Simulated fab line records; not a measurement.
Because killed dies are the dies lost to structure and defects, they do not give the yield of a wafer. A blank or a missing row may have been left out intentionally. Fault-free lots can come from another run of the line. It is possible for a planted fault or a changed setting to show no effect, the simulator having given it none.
Chamber matching + flow gf180mcu + GF_V2_ETCH_16 on rieDiel-03: 4 sister chambers
The step etches BARC in N2/H2. 4 wafers are shown with their chamber, then 8 later ones without.

== WAFERS WITH THEIR CHAMBER ==
| wafer  | chamber | drypumpMotorCurrentA (A) |
|--------|---------|--------------------------|
| L085.5 | 2       | 5.74                     |
| L091.1 | 1       | 5.47                     |
| L091.2 | 0       | 5.90                     |
| L092.1 | 3       | 5.86                     |

== WAFERS WITH NO CHAMBER GIVEN ==
| wafer  | drypumpMotorCurrentA (A) |
|--------|--------------------------|
| L092.2 | 5.50                     |
| L092.3 | 5.73                     |
| L092.4 | 5.74                     |
| L092.5 | 5.49                     |
| L092.6 | 5.87                     |
| L095.1 | 5.47                     |
| L095.2 | 5.88                     |
| L095.4 | 5.86                     |

== EACH ONE'S CHAMBER ==
| wafer  | from the rows above     | in truth |
|--------|-------------------------|----------|
| L092.2 | 1                       | 1        |
| L092.3 | 2                       | 2        |
| L092.4 | 2                       | 2        |
| L092.5 | 1                       | 1        |
| L092.6 | can't be placed: 3 or 0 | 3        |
| L095.1 | 1                       | 1        |
| L095.2 | can't be placed: 3 or 0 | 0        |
| L095.4 | 3                       | 3        |
Placed correctly: 6 of 8. These rows do not allow placing 2 (true chamber among the candidates in 2). Placed wrongly: 0.
How it was worked out, from the rows above alone: a wafer's distance from a chamber is the root of the sum, over the readings, of the square of ((its reading less the chamber's mean) divided by the reading's scatter). If the next closest chamber is less than 2 further off than the closest, the wafer can't be placed; otherwise it belongs to the closest. A chamber's mean is the mean of its shown wafers. The scatter: root of mean squared gap, hidden wafer to nearest shown wafer, with one shown wafer a chamber.
